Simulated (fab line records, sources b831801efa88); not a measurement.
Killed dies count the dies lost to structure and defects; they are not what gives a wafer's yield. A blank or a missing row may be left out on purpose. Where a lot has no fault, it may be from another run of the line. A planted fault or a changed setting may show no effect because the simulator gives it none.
A struck lot beside a sound one ; flow sky130 ; 35 out of 708 route steps
Sound: wafers L290.1, L290.3, L290.6. The struck wafers were L281.2, L281.3, L281.4. At the end, the cause is stated.
At each step with rows: each side's tool, then ch and its chambers, then its first start. Under that, the readings that differ: sound wafers ; struck wafers ; difference of the means ; sigmas: that difference in standard deviations of wafers without a fault.
alike: readings with means less than 2 such deviations apart, plus words and numbers identical on both sides. not compared: withheld readings, readings lacking a value on some wafer, bounds such as >300 that could conceal the same value, and numbers that have no deviation in the record and whose values overlap.
Wherever a step has rows on one side only, a row that says differs or no value, or a row with sigmas, the two part there. When numbers do not overlap yet have no deviation, they are printed without sigmas and do not part them. Lack of a reading on every wafer of one side parts them only where that side has two or more wafers.

SKY_SD_P_CD_MEAS_07: target cd 380 nm.
  sound on cd-sem-02 at day 31 07:22; struck on cd-sem-01 at day 28 11:09
  alike: cd-nm
SKY_SD_P_OVL_MEAS_08:
  sound on overlay-01 at day 31 07:29; struck on overlay-01 at day 28 11:16
  alike: SD_P_OVL
next, for these wafers, 1 step has no rows: SKY_SD_P_IMPLANT_09.
SKY_SD_P_STRIP_10: strips in O2/N2.
  sound on plasma-asher-02 ch 0,1, day 31 07:40; struck on plasma-asher-01 ch 0,1, day 28 11:26
  alike: drypump-motor-current-A, oes-product-au, strip-time-to-endpoint-s
  not compared: rf-hours-counter-h
SKY_SD_P_TW_MEAS_11:
  sound on film-metro-01 at day 31 07:46; struck on film-metro-01 at day 28 11:33
  alike: SD_P_TW
then, 7 steps without rows for these wafers: SKY_RES_XHIGH_DEHYDRATE_00 (time 60 s); SKY_RES_XHIGH_HMDS_01 (prime time 60 s); SKY_RES_XHIGH_COAT_02 (resist thk 1140 nm); SKY_RES_XHIGH_SOFTBAKE_03 (time 60 s); SKY_RES_XHIGH_EXPOSE_04 (exposes mask URPM, target cd 1270 nm); SKY_RES_XHIGH_PEB_05; SKY_RES_XHIGH_DEVELOP_06 (develop time 60 s).
SKY_RES_XHIGH_IMPLANT_07:
  sound on implanter-04 ch 0, day 32 11:46; struck on implanter-01 ch 0, day 29 16:05
reading;sound;struck;difference;sigmas
beam-on-s (s);38.7 39.5 37.3;70.9 70.6 72.1;+32.7;+20
dose-ions-cm2;3.597e+14 3.605e+14 3.6e+14;6.349e+14 6.353e+14 6.346e+14;+2.749e+14;+99 or more
  alike: end-station-pressure-torr
SKY_RES_XHIGH_STRIP_08: strips in O2/N2.
  sound on plasma-asher-04 ch 0,1, day 32 11:55; struck on plasma-asher-02 ch 0,1, day 29 16:13
reading;sound;struck;difference;sigmas
oes-product-au (a.u.);0.712 0.713 0.715;0.689 0.692 0.685;-0.025;-6
strip-time-to-endpoint-s (s);14.26 14.25 14.22;14.81 14.87 14.82;+0.59;+13
  alike: drypump-motor-current-A
  not compared: rf-hours-counter-h
SKY_RES_XHIGH_TW_MEAS_09:
  sound on film-metro-01 at day 32 12:01; struck on film-metro-02 at day 29 16:19
reading;sound;struck;difference;sigmas
RES_XHIGH_TW;1646 1657 1659;1912 1921 1918;+263;+13
then, 7 steps without rows for these wafers: SKY_SD_N_DEHYDRATE_00 (time 60 s); SKY_SD_N_HMDS_01 (prime time 60 s); SKY_SD_N_COAT_02 (resist thk 1140 nm); SKY_SD_N_SOFTBAKE_03 (time 60 s); SKY_SD_N_EXPOSE_04 (exposes mask NSDM, target cd 380 nm); SKY_SD_N_PEB_05; SKY_SD_N_DEVELOP_06 (develop time 60 s).
SKY_SD_N_CD_MEAS_07: target cd 380 nm.
  sound on cd-sem-01 at day 33 15:44; struck on cd-sem-02 at day 30 20:59
  alike: cd-nm
SKY_SD_N_OVL_MEAS_08:
  sound on overlay-01 at day 33 15:52; struck on overlay-02 at day 30 21:05
reading;sound;struck;difference;sigmas
SD_N_OVL (nm);3.0 2.2 2.2;-1.6 -1.8 -2.4;-4.4;-3
then, 2 steps without rows for these wafers: SKY_SD_N_IMPLANT_09; SKY_SD_N_IMPLANT_10.
SKY_SD_N_STRIP_11: strips in O2/N2.
  sound on plasma-asher-04 ch 0,1, day 33 16:11; struck on plasma-asher-03 ch 0,1, day 30 21:25
  alike: drypump-motor-current-A, oes-product-au, strip-time-to-endpoint-s
  not compared: rf-hours-counter-h
SKY_SD_N_TW_MEAS_12:
  sound on film-metro-01 at day 33 16:17; struck on film-metro-04 at day 30 21:32
  alike: SD_N_TW
then, 1 step without rows for these wafers: SKY_SD_N_CLEAN_13 (cleans in SC1/SC2, time 150 s).
SKY_SD_N_RTA_14: time 2 s.
  sound on rtp-anneal-02 ch 0, day 33 16:24; struck on rtp-anneal-02 ch 0, day 30 21:38
  alike: lamp-power-pct, wafer_temp_C_max
SKY_SD_N_RS_MEAS_16: a four-point-probe measurement.
  sound on film-metro-04 at day 33 16:34; struck on film-metro-02 at day 30 21:50
  alike: SD_N_RS
SKY_SD_N_RS_MEAS_17: a four-point-probe measurement.
  sound on film-metro-04 at day 33 16:41; struck on film-metro-02 at day 30 21:57
  alike: SD_P_RS
SKY_SD_N_RS_MEAS_18: a four-point-probe measurement.
  sound on film-metro-04 at day 33 16:49; struck on film-metro-02 at day 30 22:04
reading;sound;struck;difference;sigmas
RES_XHIGH_RS (ohm/sq);336.7 334.9 335.5;218.3 218.4 218.0;-117.5;-90
then, 1 step without rows for these wafers: SKY_SALICIDE_CLEAN_00 (cleans in HF-last, time 30 s).
-- the record jumps here: 17 days lie between the struck wafers' starts before and after (it left off in module SALICIDE and takes up again in module PAD_OPEN, whose first step shown is number 708 of the route) --
SKY_PAD_OPEN_PROBE_99:
  sound on prober-02 at day 50 01:03; struck on prober-01 at day 48 00:38
reading;sound;struck;difference;sigmas
model.etest.res-xhigh-po.line-ohm-um;5515 5712 5768;2251 2249 2171;-3441;
model.etest.res-xhigh-po.rs-ohm-sq;1968 2005 2006;768.1 785.1 771;-1218.3;
  alike: killed_at_M0_to_M3, killed_at_M4_up, killed-at-contacts, killed-at-front-end, killed-at-other, killed-dies, killed-open, killed-short

## WHERE THEY PART
Earliest at SKY_RES_XHIGH_IMPLANT_07; latest, in this record, at SKY_SD_N_RS_MEAS_18. Later steps at which nothing parts them and some readings are alike: SKY_PAD_OPEN_PROBE_99.

WHY: whatever the simulator had introduced
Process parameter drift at SKY_RES_XHIGH_IMPLANT_07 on implanter-01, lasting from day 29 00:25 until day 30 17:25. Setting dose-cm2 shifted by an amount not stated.
